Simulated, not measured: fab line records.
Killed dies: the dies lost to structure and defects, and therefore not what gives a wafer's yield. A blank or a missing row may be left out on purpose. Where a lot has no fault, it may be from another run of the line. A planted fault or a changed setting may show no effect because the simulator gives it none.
Which tool was responsible?    flow gf180mcu    7 lots, 21 wafers sampled, at 2 steps of a route of 602

WHAT THE GAUGES SHOWED, per wafer
GF_M2_RS_MEAS_05: a four-point-probe measurement.
lot   measured      on             M2_ALCU_RS (ohm/sq)
L274  day 19 18:37  film_metro-02  0.0704 0.0702 0.0699
L277  day 20 15:43  film_metro-02  0.0696 0.0693 0.0689
L282  day 22 17:23  film_metro-01  0.0701 0.0701 0.0704
L284  day 23 03:10  film_metro-02  0.0688 0.0690 0.0687
L288  day 24 08:23  film_metro-03  0.0696 0.0690 0.0695
L291  day 25 04:26  film_metro-03  0.0699 0.0703 0.0700
L293  day 25 18:04  film_metro-03  0.0702 0.0688 0.0702

WHICH TOOL RAN EACH LOT (tool, then ch and the chambers of the sampled wafers, then the start)
lot   GF_M2_SPUTTER_03
L274  pvd_sputter-03, day 19 18:30
L277  pvd_sputter-02, day 20 15:38
L282  pvd_sputter-03, day 22 17:16
L284  pvd_sputter-02, day 23 03:04
L288  pvd_sputter-02, day 24 08:18
L291  pvd_sputter-02, day 25 04:23
L293  pvd_sputter-01, day 25 17:59
- GF_M2_SPUTTER_03: material Ti, target thk 10 nm, time 6.7 s.

THE ANSWER, worked out from the rows above alone
Rule: usual is defined by the lots themselves. Put in order of their means at a reading, lots are off if they are a third of the lots or fewer, leave a main group of 4 or more, and stand apart from it by a gap of 3 or more times the standard deviation of the main group's means; of several such gaps the widest counts. If all means in a main group match to the digits the tables above print for the reading, that group is not used. Also off: a lot with no number at a reading for which 4 or more lots have one. Any other lot the step has rows for is counted as sound.
No lot is off at any reading shown: from this, nothing can be told.

WHAT THE SIMULATOR PUT IN
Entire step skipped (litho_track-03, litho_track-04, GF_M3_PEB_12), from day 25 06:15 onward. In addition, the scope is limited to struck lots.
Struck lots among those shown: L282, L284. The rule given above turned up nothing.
